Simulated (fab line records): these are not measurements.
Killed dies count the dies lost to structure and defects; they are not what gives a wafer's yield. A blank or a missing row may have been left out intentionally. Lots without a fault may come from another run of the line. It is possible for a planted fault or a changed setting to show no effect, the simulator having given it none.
What tool caused it? || flow sky130 || Sampling: 13 lots, 37 wafers, 2 of 708 route steps

## WHAT THE GAUGES READ, wafer by wafer
SKY_VIA4_BOW_MEAS_03.
{"lot": "L635", "measured": "day 41 19:58", "on": "film metro-04", "VIA4_BOW (um)": "80 73 76"}
{"lot": "L636", "measured": "day 41 23:49", "on": "film metro-03", "VIA4_BOW (um)": "71 75 61"}
{"lot": "L637", "measured": "day 42 09:50", "on": "film metro-04", "VIA4_BOW (um)": "78 63 79"}
{"lot": "L639", "measured": "day 43 01:49", "on": "film metro-02", "VIA4_BOW (um)": "82 85 75"}
{"lot": "L640", "measured": "day 43 15:04", "on": "film metro-02", "VIA4_BOW (um)": "94 95 91"}
{"lot": "L641", "measured": "day 43 16:04", "on": "film metro-02", "VIA4_BOW (um)": "81 72 78"}
{"lot": "L642", "measured": "day 44 02:52", "on": "film metro-03", "VIA4_BOW (um)": "75 72 72"}
{"lot": "L643", "measured": "day 44 07:03", "on": "film metro-03", "VIA4_BOW (um)": "77 81 64"}
{"lot": "L652", "measured": "day 46 14:50", "on": "film metro-03", "VIA4_BOW (um)": "82 86 86"}
{"lot": "L653", "measured": "day 46 15:37", "on": "film metro-02", "VIA4_BOW (um)": 91}
{"lot": "L654", "measured": "day 47 00:43", "on": "film metro-02", "VIA4_BOW (um)": "72 81 84"}
{"lot": "L655", "measured": "day 47 03:14", "on": "film metro-02", "VIA4_BOW (um)": "78 79 83"}
{"lot": "L656", "measured": "day 47 10:29", "on": "film metro-04", "VIA4_BOW (um)": "87 90 70"}

## TOOL THAT RAN EACH LOT (tool first, then ch and the chambers of the sampled wafers, then the start)
{"lot": "L635", "SKY_METAL4_ETCH_16": "rie metal-01 ch 0, day 41 17:58"}
{"lot": "L636", "SKY_METAL4_ETCH_16": "rie metal-04 ch 0,1, day 41 22:05"}
{"lot": "L637", "SKY_METAL4_ETCH_16": "rie metal-04 ch 0,1, day 42 08:11"}
{"lot": "L639", "SKY_METAL4_ETCH_16": "rie metal-04 ch 0,1, day 43 00:20"}
{"lot": "L640", "SKY_METAL4_ETCH_16": "rie metal-02 ch 0,1, day 43 13:36"}
{"lot": "L641", "SKY_METAL4_ETCH_16": "rie metal-02 ch 0,1, day 43 14:38"}
{"lot": "L642", "SKY_METAL4_ETCH_16": "rie metal-01 ch 0,1, day 44 01:26"}
{"lot": "L643", "SKY_METAL4_ETCH_16": "rie metal-02 ch 0,1, day 44 05:38"}
{"lot": "L652", "SKY_METAL4_ETCH_16": "rie metal-01 ch 0,1, day 46 13:23"}
{"lot": "L653", "SKY_METAL4_ETCH_16": "rie metal-02 ch 0, day 46 14:04"}
{"lot": "L654", "SKY_METAL4_ETCH_16": "rie metal-01 ch 0,1, day 46 23:14"}
{"lot": "L655", "SKY_METAL4_ETCH_16": "rie metal-04 ch 0, day 47 01:26"}
{"lot": "L656", "SKY_METAL4_ETCH_16": "rie metal-04 ch 0,1, day 47 09:02"}
- SKY_METAL4_ETCH_16: etches BARC in N2/H2, stops on SiO2, time 88.2 s, target depth 60 nm.

## WHAT THE TOOLS THEMSELVES READ (means of the sampled wafers that have a number; where no wafer has one, the mark that the record gives instead)
SKY_METAL4_ETCH_16.
{"lot": "L635", "tool": "rie metal-01", "drypump motor current A (A)": 6.3, "oes product au (a.u.)": 0.627, "throttle valve pct (%)": 13.207}
{"lot": "L636", "tool": "rie metal-04", "drypump motor current A (A)": 5.8, "oes product au (a.u.)": 0.629, "throttle valve pct (%)": 13.210}
{"lot": "L637", "tool": "rie metal-04", "drypump motor current A (A)": 5.9, "oes product au (a.u.)": 0.626, "throttle valve pct (%)": 13.207}
{"lot": "L639", "tool": "rie metal-04", "drypump motor current A (A)": 5.9, "oes product au (a.u.)": 0.623, "throttle valve pct (%)": 13.217}
{"lot": "L640", "tool": "rie metal-02", "drypump motor current A (A)": 5.5, "oes product au (a.u.)": 0.622, "throttle valve pct (%)": 13.208}
{"lot": "L641", "tool": "rie metal-02", "drypump motor current A (A)": 5.6, "oes product au (a.u.)": 0.617, "throttle valve pct (%)": 13.214}
{"lot": "L642", "tool": "rie metal-01", "drypump motor current A (A)": 5.2, "oes product au (a.u.)": 0.625, "throttle valve pct (%)": 13.213}
{"lot": "L643", "tool": "rie metal-02", "drypump motor current A (A)": 5.6, "oes product au (a.u.)": 0.633, "throttle valve pct (%)": 13.208}
{"lot": "L652", "tool": "rie metal-01", "drypump motor current A (A)": 5.2, "oes product au (a.u.)": 0.625, "throttle valve pct (%)": 13.199}
{"lot": "L653", "tool": "rie metal-02", "drypump motor current A (A)": 5.4, "oes product au (a.u.)": 0.630, "throttle valve pct (%)": 13.217}
{"lot": "L654", "tool": "rie metal-01", "drypump motor current A (A)": 5.2, "oes product au (a.u.)": 0.623, "throttle valve pct (%)": 13.209}
{"lot": "L655", "tool": "rie metal-04", "drypump motor current A (A)": 5.9, "oes product au (a.u.)": 0.620, "throttle valve pct (%)": 13.214}
{"lot": "L656", "tool": "rie metal-04", "drypump motor current A (A)": 5.9, "oes product au (a.u.)": 0.627, "throttle valve pct (%)": 13.205}

## THE ANSWER, worked out from the rows above alone
Rule: usual is defined by the lots themselves. The widest of any qualifying gaps counts: lots, ordered by their means at a reading, are off when they make up no more than a third of the lots, leave a main group of 4 or more, and stand apart from it by 3 or more times the standard deviation of that group's means. Not used: any main group whose means are identical at the precision the tables above print for the reading. Also off: a lot with no number at a reading for which 4 or more lots have one. Any other lot the step has rows for is counted as sound. First the gauges in route order, then the tools' own readings, where a lot's mean is used as printed above. The first step at which some lot is off is used, and at that step the reading that is off furthest; a lot without a number counts as furthest.
None of the lots is off at any reading shown; this tells nothing.

## WHAT WAS PUT IN BY THE SIMULATOR
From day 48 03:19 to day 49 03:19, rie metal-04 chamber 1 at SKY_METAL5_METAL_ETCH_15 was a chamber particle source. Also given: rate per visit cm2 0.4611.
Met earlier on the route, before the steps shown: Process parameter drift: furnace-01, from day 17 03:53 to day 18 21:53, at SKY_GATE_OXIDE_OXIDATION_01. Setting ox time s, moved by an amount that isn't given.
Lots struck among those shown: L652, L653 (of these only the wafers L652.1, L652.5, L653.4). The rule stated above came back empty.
